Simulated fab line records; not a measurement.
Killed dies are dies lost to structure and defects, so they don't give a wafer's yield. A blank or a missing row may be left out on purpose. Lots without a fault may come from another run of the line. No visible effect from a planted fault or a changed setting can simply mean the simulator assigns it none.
Which tool did it? / flow gf180mcu / 13 lots with 39 wafers sampled at 5 steps, on a route of 602 steps

## WHAT EACH GAUGE READ, for each wafer
GF_VT_IMPLANT_OVL_MEAS_29. Usual: VT_IMPLANT_02_OVL gives 0.3 nm (standard deviation 1.6).
lot=L355; measured=day 6 23:21; on=overlay-01; VT_IMPLANT_02_OVL (nm)=-2.3 -2.3 -1.4; flag=
lot=L358; measured=day 7 18:14; on=overlay-01; VT_IMPLANT_02_OVL (nm)=0.7 0.4 -0.4; flag=
lot=L360; measured=day 8 05:48; on=overlay-01; VT_IMPLANT_02_OVL (nm)=1.2 1.9 1.3; flag=
lot=L361; measured=day 8 11:16; on=overlay-01; VT_IMPLANT_02_OVL (nm)=-1.9 -2.1 -2.8; flag=
lot=L366; measured=day 9 22:19; on=overlay-01; VT_IMPLANT_02_OVL (nm)=-1.0 0.7 -0.7; flag=
lot=L369; measured=day 10 16:58; on=overlay-02; VT_IMPLANT_02_OVL (nm)=2.2 2.0 3.1; flag=
lot=L372; measured=day 11 13:31; on=overlay-02; VT_IMPLANT_02_OVL (nm)=0.6 -1.1 -0.6; flag=
lot=L373; measured=day 11 17:43; on=overlay-02; VT_IMPLANT_02_OVL (nm)=-1.6 1.0 -1.5; flag=
lot=L374; measured=day 12 00:37; on=overlay-02; VT_IMPLANT_02_OVL (nm)=2.8 3.3 1.8; flag=
lot=L375; measured=day 12 05:28; on=overlay-02; VT_IMPLANT_02_OVL (nm)=-1.2 -1.3 -1.0; flag=
lot=L376; measured=day 12 16:01; on=overlay-01; VT_IMPLANT_02_OVL (nm)=-2.2 -0.3 -2.8; flag=
lot=L377; measured=day 12 21:37; on=overlay-01; VT_IMPLANT_02_OVL (nm)=1.5 0.6 2.3; flag=
lot=L378; measured=day 13 06:42; on=overlay-02; VT_IMPLANT_02_OVL (nm)=0.6 1.0 -0.1; flag=

GF_VT_IMPLANT_RS_MEAS_49: measurement is done with a four-point probe. Usual: MVPSD_RS gives 1169 ohm/sq (standard deviation 3.1).
lot=L355; measured=day 7 15:55; on=filmMetro-03; MVPSD_RS (ohm/sq)=1172 1171 1170; flag=
lot=L358; measured=day 8 10:29; on=filmMetro-02; MVPSD_RS (ohm/sq)=1169 1177 1172; flag=
lot=L360; measured=day 8 23:46; on=filmMetro-01; MVPSD_RS (ohm/sq)=1165 1165 1166; flag=
lot=L361; measured=day 9 05:20; on=filmMetro-01; MVPSD_RS (ohm/sq)=1169 1168 1167; flag=
lot=L366; measured=day 10 17:07; on=filmMetro-01; MVPSD_RS (ohm/sq)=1168 1170 1169; flag=
lot=L369; measured=day 11 11:58; on=filmMetro-02; MVPSD_RS (ohm/sq)=1173 1170 1166; flag=
lot=L372; measured=day 12 09:16; on=filmMetro-02; MVPSD_RS (ohm/sq)=1171 1169 1171; flag=
lot=L373; measured=day 12 13:47; on=filmMetro-02; MVPSD_RS (ohm/sq)=1169 1171 1168; flag=
lot=L374; measured=day 12 20:49; on=filmMetro-02; MVPSD_RS (ohm/sq)=1171 1174 1170; flag=
lot=L375; measured=day 13 01:43; on=filmMetro-03; MVPSD_RS (ohm/sq)=1167 1168 1169; flag=
lot=L376; measured=day 13 12:38; on=filmMetro-01; MVPSD_RS (ohm/sq)=1172 1170 1168; flag=
lot=L377; measured=day 13 18:27; on=filmMetro-03; MVPSD_RS (ohm/sq)=1167 1166 1165; flag=
lot=L378; measured=day 14 04:44; on=filmMetro-02; MVPSD_RS (ohm/sq)=1164 1165 1168; flag=

GF_DUAL_GATE_OVL_MEAS_11. Usual: DUAL_GATE_OVL gives 0.4 nm (standard deviation 1.3).
lot=L355; measured=day 8 12:22; on=overlay-01; DUAL_GATE_OVL (nm)=0.5 0.1 0.5; flag=
lot=L358; measured=day 9 04:58; on=overlay-01; DUAL_GATE_OVL (nm)=-0.9 0.5 -1.3; flag=
lot=L360; measured=day 9 19:43; on=overlay-02; DUAL_GATE_OVL (nm)=0.5 0.3 0.6; flag=
lot=L361; measured=day 10 00:20; on=overlay-02; DUAL_GATE_OVL (nm)=2.5 1.8 2.0; flag=
lot=L366; measured=day 11 13:02; on=overlay-02; DUAL_GATE_OVL (nm)=2.2 1.0 1.5; flag=
lot=L369; measured=day 12 09:04; on=overlay-01; DUAL_GATE_OVL (nm)=1.5 1.2 1.4; flag=
lot=L372; measured=day 13 06:59; on=overlay-02; DUAL_GATE_OVL (nm)=- - -; flag=OFF
lot=L373; measured=day 13 10:32; on=overlay-02; DUAL_GATE_OVL (nm)=- - -; flag=OFF
lot=L374; measured=day 13 19:07; on=overlay-02; DUAL_GATE_OVL (nm)=-1.1 -1.5 -0.2; flag=
lot=L375; measured=day 13 22:52; on=overlay-02; DUAL_GATE_OVL (nm)=1.0 0.2 0.1; flag=
lot=L376; measured=day 14 10:17; on=overlay-02; DUAL_GATE_OVL (nm)=1.7 -0.2 1.3; flag=
lot=L377; measured=day 14 16:51; on=overlay-02; DUAL_GATE_OVL (nm)=0.2 -0.3 -1.2; flag=
lot=L378; measured=day 15 04:22; on=overlay-01; DUAL_GATE_OVL (nm)=1.3 -0.8 -1.7; flag=

## EACH LOT AND THE TOOL THAT RAN IT (in order: tool; ch and the chambers of the sampled wafers; start)
lot=L355; GF_MVPSD_STRIP_10=plasmaAsher-03 ch 0,1, day 5 02:32; GF_DUAL_GATE_COAT_06=lithoTrack-01 ch 0, day 8 03:50
lot=L358; GF_MVPSD_STRIP_10=plasmaAsher-01 ch 0,1, day 5 19:38; GF_DUAL_GATE_COAT_06=lithoTrack-02 ch 0, day 8 19:55
lot=L360; GF_MVPSD_STRIP_10=plasmaAsher-02 ch 0,1, day 6 06:52; GF_DUAL_GATE_COAT_06=lithoTrack-02 ch 0, day 9 10:49
lot=L361; GF_MVPSD_STRIP_10=plasmaAsher-03 ch 0,1, day 6 12:29; GF_DUAL_GATE_COAT_06=lithoTrack-04 ch 0, day 9 15:05
lot=L366; GF_MVPSD_STRIP_10=plasmaAsher-01 ch 0,1, day 7 20:05; GF_DUAL_GATE_COAT_06=lithoTrack-04 ch 0, day 11 03:31
lot=L369; GF_MVPSD_STRIP_10=plasmaAsher-02 ch 0,1, day 8 12:17; GF_DUAL_GATE_COAT_06=lithoTrack-01 ch 0, day 11 22:50
lot=L372; GF_MVPSD_STRIP_10=plasmaAsher-02 ch 0,1, day 9 07:04; GF_DUAL_GATE_COAT_06=lithoTrack-02, day 12 20:58
lot=L373; GF_MVPSD_STRIP_10=plasmaAsher-01 ch 0,1, day 9 11:08; GF_DUAL_GATE_COAT_06=lithoTrack-01, day 13 00:31
lot=L374; GF_MVPSD_STRIP_10=plasmaAsher-03 ch 0,1, day 9 17:35; GF_DUAL_GATE_COAT_06=lithoTrack-04 ch 0, day 13 09:10
lot=L375; GF_MVPSD_STRIP_10=plasmaAsher-03 ch 0,1, day 9 22:44; GF_DUAL_GATE_COAT_06=lithoTrack-01 ch 0, day 13 12:56
lot=L376; GF_MVPSD_STRIP_10=plasmaAsher-03 ch 0,1, day 10 07:44; GF_DUAL_GATE_COAT_06=lithoTrack-02 ch 0, day 13 23:55
lot=L377; GF_MVPSD_STRIP_10=plasmaAsher-01 ch 0,1, day 10 11:44; GF_DUAL_GATE_COAT_06=lithoTrack-02 ch 0, day 14 06:09
lot=L378; GF_MVPSD_STRIP_10=plasmaAsher-03 ch 0,1, day 10 20:56; GF_DUAL_GATE_COAT_06=lithoTrack-01 ch 0, day 14 17:47
- GF_MVPSD_STRIP_10: strips in O2/N2.
- GF_DUAL_GATE_COAT_06: resist thk 1000 nm.

## WHAT THE TOOLS THEMSELVES READ (means of the sampled wafers that have a number; where no wafer has one, the mark that the record gives instead)
GF_MVPSD_STRIP_10. Usual: drypumpMotorCurrentA 5.5 A, standard deviation 0.77; heaterPowerW 326 W, standard deviation 44; oesProductAu 0.723 a.u., standard deviation 0.0043; stripTimeToEndpointS 36.92 s, standard deviation 0.096.
lot=L355; tool=plasmaAsher-03; drypumpMotorCurrentA (A)=4.8; heaterPowerW (W)=337; oesProductAu (a.u.)=0.722; stripTimeToEndpointS (s)=36.77; flag=
lot=L358; tool=plasmaAsher-01; drypumpMotorCurrentA (A)=6.4; heaterPowerW (W)=348; oesProductAu (a.u.)=0.721; stripTimeToEndpointS (s)=36.88; flag=
lot=L360; tool=plasmaAsher-02; drypumpMotorCurrentA (A)=6.3; heaterPowerW (W)=332; oesProductAu (a.u.)=0.723; stripTimeToEndpointS (s)=36.95; flag=
lot=L361; tool=plasmaAsher-03; drypumpMotorCurrentA (A)=5.0; heaterPowerW (W)=305; oesProductAu (a.u.)=0.720; stripTimeToEndpointS (s)=36.93; flag=
lot=L366; tool=plasmaAsher-01; drypumpMotorCurrentA (A)=6.5; heaterPowerW (W)=302; oesProductAu (a.u.)=0.726; stripTimeToEndpointS (s)=36.74; flag=
lot=L369; tool=plasmaAsher-02; drypumpMotorCurrentA (A)=6.3; heaterPowerW (W)=328; oesProductAu (a.u.)=0.720; stripTimeToEndpointS (s)=36.82; flag=
lot=L372; tool=plasmaAsher-02; drypumpMotorCurrentA (A)=6.3; heaterPowerW (W)=329; oesProductAu (a.u.)=0.725; stripTimeToEndpointS (s)=37.02; flag=
lot=L373; tool=plasmaAsher-01; drypumpMotorCurrentA (A)=6.5; heaterPowerW (W)=314; oesProductAu (a.u.)=0.726; stripTimeToEndpointS (s)=36.94; flag=
lot=L374; tool=plasmaAsher-03; drypumpMotorCurrentA (A)=5.0; heaterPowerW (W)=313; oesProductAu (a.u.)=0.726; stripTimeToEndpointS (s)=36.96; flag=
lot=L375; tool=plasmaAsher-03; drypumpMotorCurrentA (A)=5.0; heaterPowerW (W)=307; oesProductAu (a.u.)=0.718; stripTimeToEndpointS (s)=36.86; flag=
lot=L376; tool=plasmaAsher-03; drypumpMotorCurrentA (A)=5.0; heaterPowerW (W)=309; oesProductAu (a.u.)=0.721; stripTimeToEndpointS (s)=36.98; flag=
lot=L377; tool=plasmaAsher-01; drypumpMotorCurrentA (A)=6.3; heaterPowerW (W)=341; oesProductAu (a.u.)=0.722; stripTimeToEndpointS (s)=36.95; flag=
lot=L378; tool=plasmaAsher-03; drypumpMotorCurrentA (A)=4.8; heaterPowerW (W)=341; oesProductAu (a.u.)=0.725; stripTimeToEndpointS (s)=36.99; flag=

GF_DUAL_GATE_COAT_06. Usual: chillPlateTempC 23.00 C, standard deviation 0.11; dispensePressureKPa 49 kPa, standard deviation 3.4; spinSpeedRpm 3000.2 rpm, standard deviation 2.2.
lot=L355; tool=lithoTrack-01; chillPlateTempC (C)=22.92; dispensePressureKPa (kPa)=52; spinSpeedRpm (rpm)=3000.0; flag=
lot=L358; tool=lithoTrack-02; chillPlateTempC (C)=22.84; dispensePressureKPa (kPa)=45; spinSpeedRpm (rpm)=2999.9; flag=
lot=L360; tool=lithoTrack-02; chillPlateTempC (C)=22.97; dispensePressureKPa (kPa)=45; spinSpeedRpm (rpm)=3001.0; flag=
lot=L361; tool=lithoTrack-04; chillPlateTempC (C)=23.13; dispensePressureKPa (kPa)=53; spinSpeedRpm (rpm)=2999.3; flag=
lot=L366; tool=lithoTrack-04; chillPlateTempC (C)=23.20; dispensePressureKPa (kPa)=53; spinSpeedRpm (rpm)=3000.8; flag=
lot=L369; tool=lithoTrack-01; chillPlateTempC (C)=23.02; dispensePressureKPa (kPa)=52; spinSpeedRpm (rpm)=3001.7; flag=
lot=L372; tool=lithoTrack-02; chillPlateTempC (C)=-; dispensePressureKPa (kPa)=-; spinSpeedRpm (rpm)=-; flag=OFF
lot=L373; tool=lithoTrack-01; chillPlateTempC (C)=-; dispensePressureKPa (kPa)=-; spinSpeedRpm (rpm)=-; flag=OFF
lot=L374; tool=lithoTrack-04; chillPlateTempC (C)=22.98; dispensePressureKPa (kPa)=53; spinSpeedRpm (rpm)=3001.7; flag=
lot=L375; tool=lithoTrack-01; chillPlateTempC (C)=23.05; dispensePressureKPa (kPa)=52; spinSpeedRpm (rpm)=3001.4; flag=
lot=L376; tool=lithoTrack-02; chillPlateTempC (C)=23.12; dispensePressureKPa (kPa)=45; spinSpeedRpm (rpm)=2998.5; flag=
lot=L377; tool=lithoTrack-02; chillPlateTempC (C)=22.98; dispensePressureKPa (kPa)=45; spinSpeedRpm (rpm)=3003.2; flag=
lot=L378; tool=lithoTrack-01; chillPlateTempC (C)=23.08; dispensePressureKPa (kPa)=52; spinSpeedRpm (rpm)=3000.4; flag=

## THE ANSWER, worked out from the rows above alone
Rule: a lot is off if the mean of its wafers that have a number lies more than 3 standard deviations from the usual mean. A lot without any number at a reading at which 4 lots or more have one is off too. Any other lot the step has rows for is counted as sound. The gauges are gone through in route order, then the tools' own readings, and for those a lot's mean is taken as printed above. At the first step where some lot is off, the reading lying furthest off is the one used; lots without a number count as furthest.
Off: L372, L373, seen at GF_DUAL_GATE_OVL_MEAS_11 (DUAL_GATE_OVL). Without a number there: L372, L373.
A tool fits if, at a process step before that reading, it ran every lot that is off, and no sound lot after the first of them. The gauges at GF_DUAL_GATE_OVL_MEAS_11 aren't tried: what is off there is off at GF_DUAL_GATE_COAT_06 too, on other tools, and a gauge's error can't cause that. Of those tried, none fits.

## WHAT THE SIMULATOR PUT IN
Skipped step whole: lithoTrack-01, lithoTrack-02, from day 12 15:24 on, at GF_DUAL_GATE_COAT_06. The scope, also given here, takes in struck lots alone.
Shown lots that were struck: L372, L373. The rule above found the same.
